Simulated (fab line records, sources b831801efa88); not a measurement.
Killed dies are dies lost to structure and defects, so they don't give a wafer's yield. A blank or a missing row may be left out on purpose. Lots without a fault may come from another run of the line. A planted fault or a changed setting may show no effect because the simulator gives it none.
A struck lot beside a sound one | flow gf180mcu | 44 steps out of a route of 602
Sound: wafers L349.2, L349.3, L349.5. Struck: wafers L359.1, L359.4, L359.6. The cause comes at the end.
At each step with rows: each side's tool, then ch and its chambers, then its first start. Under that, the readings that differ: sound wafers | struck wafers | difference of the means | sigmas: that difference in standard deviations of wafers without a fault.
alike: readings whose means differ by less than 2 such deviations, and words and numbers that are the same on both sides. not compared: withheld readings, readings that some wafer has no value for, bounds like >300 that may hide the same value, and numbers for which the record gives no deviation and whose values overlap.
The two part at a step that has a row with sigmas, a row that says differs or no value, or rows on one side only. Numbers that don't overlap but have no deviation are shown without sigmas and don't part them. A reading that every wafer of one side lacks parts them only if that side has two wafers or more.

first, 2 steps without rows for these wafers: GF_DNWELL_DEVELOP_06 (develop time 60 s); GF_DNWELL_IMPLANT_07.
GF_DNWELL_STRIP_08: strips in O2/N2.
  sound on plasma_asher-02 ch 0,1, day 3 18:37; struck on plasma_asher-04 ch 0,1, day 6 04:23
  alike: chamber_pressure_mTorr, drypump_motor_current_A, heater_power_w, oes_product_au, strip_time_to_endpoint_s
  not compared: rf_hours_counter_h
GF_DNWELL_TW_MEAS_09:
  sound on film_metro-01, day 3 18:43; struck on film_metro-01, day 6 04:29
  alike: DNWELL_TW
then, 7 steps without rows for these wafers: GF_NWELL_DEHYDRATE_00 (time 60 s); GF_NWELL_HMDS_01 (prime time 60 s); GF_NWELL_COAT_02 (resist thk 3000 nm); GF_NWELL_SOFTBAKE_03; GF_NWELL_EXPOSE_04 (exposes mask Nwell, target cd 860 nm); GF_NWELL_PEB_05; GF_NWELL_DEVELOP_06 (develop time 60 s).
GF_NWELL_OVL_MEAS_07:
  sound on overlay-01, day 4 08:19; struck on overlay-01, day 6 20:10
  alike: NWELL_OVL
GF_NWELL_IMPLANT_08:
  sound on implanter-01 ch 0, day 4 08:22; struck on implanter-04 ch 0, day 6 20:11
  reading                   | sound                | struck               | difference | sigmas
  beam_energy_keV           | 450.12 450.09 450.17 | 469.30 469.11 469.13 | +19.05     | +99 or more
  model.implant.rp_nm (nm)  | 557.2 557.2 557.2    | 591.9 591.9 591.9    | +34.7      |
  model.implant.drp_nm (nm) | 123.9 123.9 123.9    | 126.4 126.4 126.4    | +2.5       |
then, 1 step without rows for these wafers: GF_NWELL_IMPLANT_09.
GF_NWELL_STRIP_10: strips in O2/N2.
  sound on plasma_asher-01 ch 0,1, day 4 08:39; struck on plasma_asher-04 ch 1, day 6 20:29
  alike: chamber_pressure_mTorr, drypump_motor_current_A, heater_power_w, oes_product_au, strip_time_to_endpoint_s
  not compared: rf_hours_counter_h
GF_NWELL_TW_MEAS_11:
  sound on film_metro-01, day 4 08:46; struck on film_metro-01, day 6 20:35
  alike: NWELL_TW
then, 7 steps without rows for these wafers: GF_LVPWELL_DEHYDRATE_00 (time 60 s); GF_LVPWELL_HMDS_01 (prime time 60 s); GF_LVPWELL_COAT_02 (resist thk 3000 nm); GF_LVPWELL_SOFTBAKE_03; GF_LVPWELL_EXPOSE_04 (exposes mask LVPWELL, target cd 600 nm); GF_LVPWELL_PEB_05; GF_LVPWELL_DEVELOP_06 (develop time 60 s).
GF_LVPWELL_OVL_MEAS_07:
  sound on overlay-01, day 4 21:40; struck on overlay-01, day 7 12:25
  alike: LVPWELL_OVL
then, 2 steps without rows for these wafers: GF_LVPWELL_IMPLANT_08; GF_LVPWELL_IMPLANT_09.
GF_LVPWELL_STRIP_10: strips in O2/N2.
  sound on plasma_asher-03 ch 0,1, day 4 21:59; struck on plasma_asher-03 ch 0, day 7 12:45
  alike: chamber_pressure_mTorr, drypump_motor_current_A, heater_power_w, oes_product_au, strip_time_to_endpoint_s
  not compared: rf_hours_counter_h
GF_LVPWELL_TW_MEAS_11:
  sound on film_metro-03, day 4 22:06; struck on film_metro-04, day 7 12:53
  alike: LVPWELL_TW
then, 7 steps without rows for these wafers: GF_MVSD_DEHYDRATE_00 (time 60 s); GF_MVSD_HMDS_01 (prime time 60 s); GF_MVSD_COAT_02 (resist thk 3000 nm); GF_MVSD_SOFTBAKE_03; GF_MVSD_EXPOSE_04 (exposes mask MVSD, target cd 1000 nm); GF_MVSD_PEB_05; GF_MVSD_DEVELOP_06 (develop time 60 s).
GF_MVSD_OVL_MEAS_07:
  sound on overlay-02, day 5 10:54; struck on overlay-02, day 8 06:05
  alike: MVSD_OVL
then, 2 steps without rows for these wafers: GF_MVSD_IMPLANT_08; GF_MVSD_IMPLANT_09.
GF_MVSD_STRIP_10: strips in O2/N2.
  sound on plasma_asher-01 ch 0,1, day 5 11:14; struck on plasma_asher-01 ch 0, day 8 06:25
  alike: chamber_pressure_mTorr, drypump_motor_current_A, heater_power_w, oes_product_au, strip_time_to_endpoint_s
  not compared: rf_hours_counter_h
GF_MVSD_TW_MEAS_11:
  sound on film_metro-03, day 5 11:20; struck on film_metro-01, day 8 06:31
  alike: MVSD_TW
then, 2 steps without rows for these wafers: GF_MVPSD_DEHYDRATE_00 (time 60 s); GF_MVPSD_HMDS_01 (prime time 60 s).
-- the record jumps here: 4 days lie between the struck wafers' starts before and after --
GF_VT_IMPLANT_RS_MEAS_47: measures by four-point-probe.
  sound on film_metro-01, day 8 21:50; struck on film_metro-01, day 12 02:01
  reading           | sound             | struck            | difference | sigmas
  NWELL_RS (ohm/sq) | 487.7 488.2 488.4 | 485.5 485.3 483.6 | -3.3       | -3
GF_PASSIVATION_PROBE_99:
  the record has rows for the sound wafers here (prober-01, day 30 11:19) and none for the struck ones

WHERE THEY PART
First at GF_NWELL_IMPLANT_08; last, within this record, at GF_PASSIVATION_PROBE_99.

WHY: what the simulator had put in
Process parameter drift: implanter-04, from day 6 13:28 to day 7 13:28, at GF_NWELL_IMPLANT_08. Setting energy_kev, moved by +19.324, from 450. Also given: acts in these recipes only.
